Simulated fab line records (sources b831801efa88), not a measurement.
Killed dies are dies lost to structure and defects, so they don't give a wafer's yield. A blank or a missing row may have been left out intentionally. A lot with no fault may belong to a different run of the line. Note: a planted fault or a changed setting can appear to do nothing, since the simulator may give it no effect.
fab line records | flow sky130
record: lots: 15 | wafers: 45 | last-day: 50
route steps=708 shown POLY_CUT@318 RES_XHIGH@334 SD_N@354
lots that met no fault: taken from a fault-free run of the same line
start-h: start of the lot's first displayed wafer, in hours after the record's first day | wait-h: hours from the lot's prior step to this one | " repeats the value in the row above | L1.1+2: one row covering several wafers at once | - no value present, or no start provided | * or withheld: withheld | < > ~ a bound
route shown NAME@n: NAME is a module with steps in the file, n the number in the route of the first one | usual: mean and standard deviation over wafers with no fault | same: alike in all rows | chamber/n: place in a boat | sites: per-site readings | _std_site: how widely they spread, as a standard deviation | _edge_site: the outer-site mean with the inner-site mean subtracted | radius-mm: for every site, how far away it sits from the centre of the wafer | mask NAME#n: copy n | behind: tool/chamber where the wafer was last shaped | hold: why the lot was held/for how many hours/how that ended | device: transistor that didn't switch, given as n, p or np | end of line: at the end of the route, the tests of the same wafers | where a step has no rows: the recipe by itself | killed: the dies lost at the first sort to structure and to defects; this is not the yield of the wafer | map: per-die view of a wafer (x killed, . not killed, _ where there is no die)
set.NAME: setting as actually run; set.NAME@STEP: the setting as run at that earlier step | model.NAME: the simulator's own value behind a step, which no gauge read
one table for each step of the route and one row for each wafer, over a sample of lots
services: a tool's chamber out of use, with start hour (start-h, from the record's first day; less than 0 if before it), hours out, and reason
== steps ==
step: SKY_POLY_CUT_ETCH_11
recipe: target: Si3N4 | chemistry: CF4/CH2F2/Ar | stop-on: poly-Si | source-w: 600 | bias-w: 150 | pressure-mtorr: 40 | cf4-flow-sccm: 40 | ch2f2-flow-sccm: 20 | Ar_flow_sccm: 150 | time-s: 42.5 | target-depth-a: 600
usual: drypump-motor-current-A: 5.79/0.26 | oes-product-au: 0.828/0.0065 | throttle-valve-pct: 14.996/0.0086
lot.wafer | tool        | chamber | start-h | wait-h | drypump-motor-current-A | oes-product-au | rf-hours-counter-h | throttle-valve-pct
L404.1    | rie-diel-04 | 0       | 567.01  | 0.0    | 5.69                    | 0.829          | 2                  | 14.993
L404.2    | "           | 3       | "       | "      | 5.93                    | 0.834          | 7                  | 15.010
L404.5    | "           | 0       | "       | "      | 5.71                    | 0.826          | -                  | 14.995
L405.3    | rie-diel-01 | 1       | 579.58  | 0.0    | 5.43                    | 0.823          | 78                 | 15.001
L405.4    | "           | 0       | "       | "      | 6.10                    | 0.833          | 17                 | 15.011
L405.6    | "           | 3       | "       | "      | 6.00                    | 0.830          | -                  | 14.991
L406.2    | rie-diel-04 | 0       | 594.07  | 0.0    | 5.66                    | 0.820          | 2                  | 14.992
L406.3    | "           | 3       | "       | "      | 5.98                    | 0.824          | 7                  | 14.992
L406.6    | "           | 2       | "       | "      | 5.78                    | 0.820          | -                  | 15.000
L407.1    | rie-diel-01 | 2       | 594.25  | 0.0    | 5.66                    | 0.836          | 12                 | 14.990
L407.5    | "           | 0       | "       | "      | 6.10                    | 0.832          | -                  | 14.987
L407.6    | "           | 2       | "       | "      | 5.68                    | 0.827          | -                  | 14.990
L408.1    | rie-diel-01 | 1       | 604.56  | 0.0    | 5.46                    | 0.834          | 0                  | 14.993
L408.2    | "           | 0       | "       | "      | 6.14                    | 0.825          | 18                 | 14.994
L408.3    | "           | 2       | "       | "      | 5.67                    | 0.829          | 12                 | 15.010
L409.3    | rie-diel-04 | 3       | 618.76  | 0.0    | 5.95                    | 0.824          | 8                  | 15.001
L409.4    | "           | 1       | "       | "      | 5.52                    | 0.831          | 10                 | 14.995
L409.5    | "           | 3       | "       | "      | 5.98                    | 0.826          | -                  | 14.991
L410.3    | rie-diel-03 | 0       | 624.38  | 0.0    | 5.90                    | 0.822          | 7                  | 14.999
L410.5    | "           | 1       | "       | "      | 5.39                    | 0.835          | -                  | 15.013
L410.6    | "           | 0       | "       | "      | 5.88                    | 0.816          | -                  | 14.993
L411.1    | rie-diel-01 | 2       | 645.92  | 0.0    | 5.68                    | 0.836          | 14                 | 15.007
L411.4    | "           | 2       | "       | "      | 5.67                    | 0.831          | -                  | 14.990
L411.5    | "           | 0       | "       | "      | 6.13                    | 0.843          | -                  | 14.998
L412.1    | rie-diel-03 | 3       | 673.13  | 0.0    | 6.34                    | 0.830          | 9                  | 15.025
L412.4    | "           | 0       | "       | "      | 5.88                    | 0.825          | 8                  | 14.982
L412.5    | "           | 2       | "       | "      | 5.65                    | 0.826          | -                  | 15.006
L414.1    | rie-diel-01 | 2       | 674.48  | 0.0    | 5.68                    | 0.823          | 14                 | 14.994
L414.4    | "           | 0       | "       | "      | 6.10                    | 0.837          | 20                 | 15.011
L414.5    | "           | 3       | "       | "      | 6.01                    | 0.830          | -                  | 14.993
L417.3    | rie-diel-01 | 2       | 681.61  | 0.0    | 5.66                    | 0.825          | 15                 | 14.997
L417.4    | "           | 3       | "       | "      | 5.99                    | 0.822          | 1                  | 14.985
L417.5    | "           | 3       | "       | "      | 6.00                    | 0.821          | -                  | 14.987
L423.2    | rie-diel-04 | 3       | 722.71  | 0.0    | 6.00                    | 0.824          | 10                 | 15.004
L423.4    | "           | 1       | "       | "      | 5.53                    | 0.831          | 12                 | 14.983
L423.6    | "           | 0       | "       | "      | 5.67                    | 0.823          | -                  | 15.015
L424.3    | rie-diel-01 | 3       | 731.96  | 0.0    | 6.01                    | 0.817          | 3                  | 15.001
L424.4    | "           | 2       | "       | "      | 5.69                    | 0.825          | 16                 | 14.996
L424.5    | "           | 1       | "       | "      | 5.44                    | 0.829          | -                  | 15.011
L425.2    | rie-diel-01 | 1       | 739.93  | 0.0    | 5.42                    | 0.829          | 4                  | 15.011
L425.4    | "           | 0       | "       | "      | 6.13                    | 0.830          | 22                 | 14.999
L425.5    | "           | 0       | "       | "      | 6.12                    | 0.827          | -                  | 14.994
L426.1    | rie-diel-01 | 3       | 762.81  | 0.0    | 6.02                    | 0.838          | 4                  | 14.993
L426.3    | "           | 2       | "       | "      | 5.69                    | 0.831          | 17                 | 14.988
L426.4    | "           | 1       | "       | "      | 5.43                    | 0.828          | 5                  | 14.998
step: SKY_RES_XHIGH_COAT_02
recipe: resist: NOVOLAK | spin-rpm: 3000 | resist-thk-nm: 1140
usual: chill-plate-temp-C: 23.00/0.11 | dispense-pressure-kPa: 51.6/1.9
lot.wafer | tool           | chamber | start-h | wait-h | chill-plate-temp-C | dispense-pressure-kPa
L404.1    | litho-track-04 | 0       | 611.16  | 0.1    | 22.99              | 51.8
L404.2    | "              | 0       | "       | "      | 22.76              | 51.8
L404.5    | "              | 0       | "       | "      | 23.10              | 51.8
L405.3    | litho-track-03 | 0       | 622.22  | 0.1    | 23.22              | 49.2
L405.4    | "              | 0       | "       | "      | 23.03              | 49.2
L405.6    | "              | 0       | "       | "      | 23.00              | 49.2
L406.2    | litho-track-01 | 0       | 637.08  | 0.1    | 23.17              | 53.9
L406.3    | "              | 0       | "       | "      | 23.14              | 53.9
L406.6    | "              | 0       | "       | "      | 22.93              | 53.9
L407.1    | litho-track-03 | 0       | 637.47  | 0.1    | 23.01              | 49.2
L407.5    | "              | 0       | "       | "      | 23.05              | 49.2
L407.6    | "              | 0       | "       | "      | 22.89              | 49.2
L408.1    | litho-track-01 | 0       | 647.71  | 0.1    | 23.21              | 53.9
L408.2    | "              | 0       | "       | "      | 23.12              | 53.9
L408.3    | "              | 0       | "       | "      | 23.19              | 53.9
L409.3    | litho-track-03 | 0       | 662.32  | 0.1    | 22.86              | 49.2
L409.4    | "              | 0       | "       | "      | 22.88              | 49.2
L409.5    | "              | 0       | "       | "      | 22.91              | 49.2
L410.3    | litho-track-03 | 0       | 667.37  | 0.1    | 22.94              | 49.2
L410.5    | "              | 0       | "       | "      | 22.89              | 49.1
L410.6    | "              | 0       | "       | "      | 22.98              | 49.2
L411.1    | litho-track-01 | 0       | 689.66  | 0.1    | 23.00              | 53.9
L411.4    | "              | 0       | "       | "      | 22.96              | 53.9
L411.5    | "              | 0       | "       | "      | 22.92              | 53.9
L412.1    | litho-track-01 | 0       | 715.31  | 0.1    | 23.00              | 53.9
L412.4    | "              | 0       | "       | "      | 22.90              | 53.9
L412.5    | "              | 0       | "       | "      | 22.95              | 53.9
L414.1    | litho-track-03 | 0       | 716.57  | 0.1    | 23.34              | 49.2
L414.4    | "              | 0       | "       | "      | 23.20              | 49.1
L414.5    | "              | 0       | "       | "      | 23.15              | 49.2
L417.3    | litho-track-04 | 0       | 724.36  | 0.1    | 22.67              | 51.8
L417.4    | "              | 0       | "       | "      | 22.89              | 51.8
L417.5    | "              | 0       | "       | "      | 22.92              | 51.8
L423.2    | litho-track-04 | -       | 763.33  | 0.1    | -                  | -
L423.4    | "              | -       | "       | "      | -                  | -
L423.6    | "              | -       | "       | "      | -                  | -
L424.3    | litho-track-04 | -       | 772.61  | 0.1    | -                  | -
L424.4    | "              | -       | "       | "      | -                  | -
L424.5    | "              | -       | "       | "      | -                  | -
L425.2    | litho-track-03 | -       | 780.94  | 0.1    | -                  | -
L425.4    | "              | -       | "       | "      | -                  | -
L425.5    | "              | -       | "       | "      | -                  | -
L426.1    | litho-track-04 | 0       | 803.11  | 0.1    | 22.91              | 51.8
L426.3    | "              | 0       | "       | "      | 22.94              | 51.8
L426.4    | "              | 0       | "       | "      | 23.14              | 51.8
step: SKY_SD_N_TW_MEAS_12
usual: SD_N_TW: 3975/32
lot.wafer | tool          | chamber | start-h | wait-h | SD_N_TW
L404.1    | film-metro-04 | -       | 655.19  | 0.1    | 4005
L404.2    | "             | -       | "       | "      | 4010
L404.5    | "             | -       | "       | "      | 4041
L405.3    | film-metro-01 | -       | 665.28  | 0.1    | 3971
L405.4    | "             | -       | "       | "      | 3991
L405.6    | "             | -       | "       | "      | 3972
L406.2    | film-metro-02 | -       | 679.37  | 0.1    | 4025
L406.3    | "             | -       | "       | "      | 3998
L406.6    | "             | -       | "       | "      | 4008
L407.1    | film-metro-01 | -       | 680.16  | 0.1    | 3961
L407.5    | "             | -       | "       | "      | 3943
L407.6    | "             | -       | "       | "      | 3936
L408.1    | film-metro-01 | -       | 691.24  | 0.1    | 3938
L408.2    | "             | -       | "       | "      | 3919
L408.3    | "             | -       | "       | "      | 3931
L409.3    | film-metro-04 | -       | 704.88  | 0.1    | 4009
L409.4    | "             | -       | "       | "      | 4000
L409.5    | "             | -       | "       | "      | 4008
L410.3    | film-metro-02 | -       | 710.06  | 0.1    | 3973
L410.5    | "             | -       | "       | "      | 3963
L410.6    | "             | -       | "       | "      | 3961
L411.1    | film-metro-02 | -       | 731.39  | 0.1    | 4021
L411.4    | "             | -       | "       | "      | 4026
L411.5    | "             | -       | "       | "      | 4010
L412.1    | film-metro-01 | -       | 757.11  | 0.1    | 3943
L412.4    | "             | -       | "       | "      | 3959
L412.5    | "             | -       | "       | "      | 3931
L414.1    | film-metro-04 | -       | 758.46  | 0.1    | 3979
L414.4    | "             | -       | "       | "      | 3993
L414.5    | "             | -       | "       | "      | 3992
L417.3    | film-metro-02 | -       | 764.78  | 0.1    | 3990
L417.4    | "             | -       | "       | "      | 3943
L417.5    | "             | -       | "       | "      | 3959
L423.2    | film-metro-04 | -       | 804.35  | 0.1    | 3951
L423.4    | "             | -       | "       | "      | 3976
L423.6    | "             | -       | "       | "      | 3955
L424.3    | film-metro-04 | -       | 814.38  | 0.1    | 4006
L424.4    | "             | -       | "       | "      | 4004
L424.5    | "             | -       | "       | "      | 4010
L425.2    | film-metro-04 | -       | 821.15  | 0.1    | 4030
L425.4    | "             | -       | "       | "      | 4024
L425.5    | "             | -       | "       | "      | 4017
L426.1    | film-metro-01 | -       | 843.52  | 0.1    | 3979
L426.3    | "             | -       | "       | "      | 3962
L426.4    | "             | -       | "       | "      | 3972
step: SKY_SD_N_RS_MEAS_18
recipe: thk-meas-gauge: four-point-probe
usual: RES_XHIGH_RS: 333.0/1.1
lot.wafer | tool          | chamber | start-h | wait-h | RES_XHIGH_RS[ohm/sq]
L404.1    | film-metro-02 | -       | 655.71  | 0.1    | 333.0
L404.2    | "             | -       | "       | "      | 331.9
L404.5    | "             | -       | "       | "      | 332.4
L405.3    | film-metro-04 | -       | 665.88  | 0.1    | 331.4
L405.4    | "             | -       | "       | "      | 331.1
L405.6    | "             | -       | "       | "      | 332.9
L406.2    | film-metro-01 | -       | 679.91  | 0.1    | 334.5
L406.3    | "             | -       | "       | "      | 333.6
L406.6    | "             | -       | "       | "      | 333.0
L407.1    | film-metro-02 | -       | 680.68  | 0.1    | 332.8
L407.5    | "             | -       | "       | "      | 334.0
L407.6    | "             | -       | "       | "      | 333.8
L408.1    | film-metro-04 | -       | 691.76  | 0.1    | 330.9
L408.2    | "             | -       | "       | "      | 332.0
L408.3    | "             | -       | "       | "      | 331.8
L409.3    | film-metro-01 | -       | 705.43  | 0.1    | 335.3
L409.4    | "             | -       | "       | "      | 334.9
L409.5    | "             | -       | "       | "      | 333.1
L410.3    | film-metro-01 | -       | 710.60  | 0.1    | 329.8
L410.5    | "             | -       | "       | "      | 331.0
L410.6    | "             | -       | "       | "      | 332.6
L411.1    | film-metro-01 | -       | 731.92  | 0.1    | 334.2
L411.4    | "             | -       | "       | "      | 332.8
L411.5    | "             | -       | "       | "      | 333.0
L412.1    | film-metro-04 | -       | 757.64  | 0.1    | 331.8
L412.4    | "             | -       | "       | "      | 332.2
L412.5    | "             | -       | "       | "      | 333.7
L414.1    | film-metro-01 | -       | 758.99  | 0.1    | 334.5
L414.4    | "             | -       | "       | "      | 335.2
L414.5    | "             | -       | "       | "      | 335.3
L417.3    | film-metro-01 | -       | 765.33  | 0.1    | 332.2
L417.4    | "             | -       | "       | "      | 333.3
L417.5    | "             | -       | "       | "      | 333.9
L423.2    | film-metro-01 | -       | 804.90  | 0.1    | 334.6
L423.4    | "             | -       | "       | "      | 333.6
L423.6    | "             | -       | "       | "      | 333.7
L424.3    | film-metro-02 | -       | 814.92  | 0.1    | 332.6
L424.4    | "             | -       | "       | "      | 332.9
L424.5    | "             | -       | "       | "      | 333.2
L425.2    | film-metro-04 | -       | 821.68  | 0.1    | 333.0
L425.4    | "             | -       | "       | "      | 332.3
L425.5    | "             | -       | "       | "      | 332.5
L426.1    | film-metro-04 | -       | 844.04  | 0.1    | 332.4
L426.3    | "             | -       | "       | "      | 332.8
L426.4    | "             | -       | "       | "      | 332.2
== services ==
tool        | chamber | start-h | hours | kind
rie-diel-04 | 1       | 544.11  | 29.0  | repair
rie-diel-03 | 3       | 566.23  | 4.0   | repair
rie-diel-01 | 1       | 585.43  | -     | clean
rie-diel-01 | 1       | 585.43  | 15.9  | scheduled-down
rie-diel-01 | 1       | 585.43  | 15.9  | vent-cycle
rie-diel-01 | 3       | 589.79  | 15.5  | repair
rie-diel-01 | 3       | 605.29  | -     | clean
rie-diel-01 | 3       | 605.29  | 23.2  | scheduled-down
rie-diel-01 | 3       | 605.29  | 23.2  | vent-cycle
rie-diel-01 | 1       | 606.37  | 4.0   | repair
rie-diel-03 | 1       | 606.72  | 4.7   | repair
rie-diel-04 | 1       | 613.47  | 2.8   | repair
rie-diel-01 | 3       | 643.17  | 10.5  | repair
rie-diel-03 | 3       | 652.85  | 4.7   | repair
rie-diel-03 | 1       | 663.54  | 7.1   | repair
rie-diel-01 | 0       | 699.52  | 3.4   | repair
rie-diel-01 | 0       | 707.70  | 3.1   | repair
rie-diel-01 | 1       | 774.52  | 15.0  | repair
rie-diel-04 | 0       | 778.40  | 1.8   | repair
rie-diel-03 | 1       | 786.96  | 38.7  | repair
== key ==
first-sign: step: SKY_RES_XHIGH_COAT_02 | reading: tool-record | direction: missing
effect none on later readings
met-at SKY_RES_XHIGH_COAT_02
struck-lots L423,L424,L425
sort-left-out L423.2,L423.4,L423.6,L424.3,L424.4,L424.5,L425.2,L425.4,L425.5
tester-left-out L423,L424,L425
not-acting-at SKY_POLY_CUT_ETCH_11,SKY_SD_N_TW_MEAS_12,SKY_SD_N_RS_MEAS_18
onset-between 724.36 763.33
fault: kind: skipped-step-whole | tool: litho-track-03,litho-track-04 | chamber: - | onset-h: 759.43 | steps: SKY_RES_XHIGH_COAT_02 | scope: struck-lots-only
tester-left-out: of these lots the tester's yield and bins aren't shown, on N5 and GAA mostly nor the transistor test; their killed dies are dies lost to structure and defects alone, not to doping, threshold or leakage, so they don't give the yield
sort-left-out: the simulated sort isn't trusted on such a fault, so these wafers' sort isn't shown, and their yield isn't known
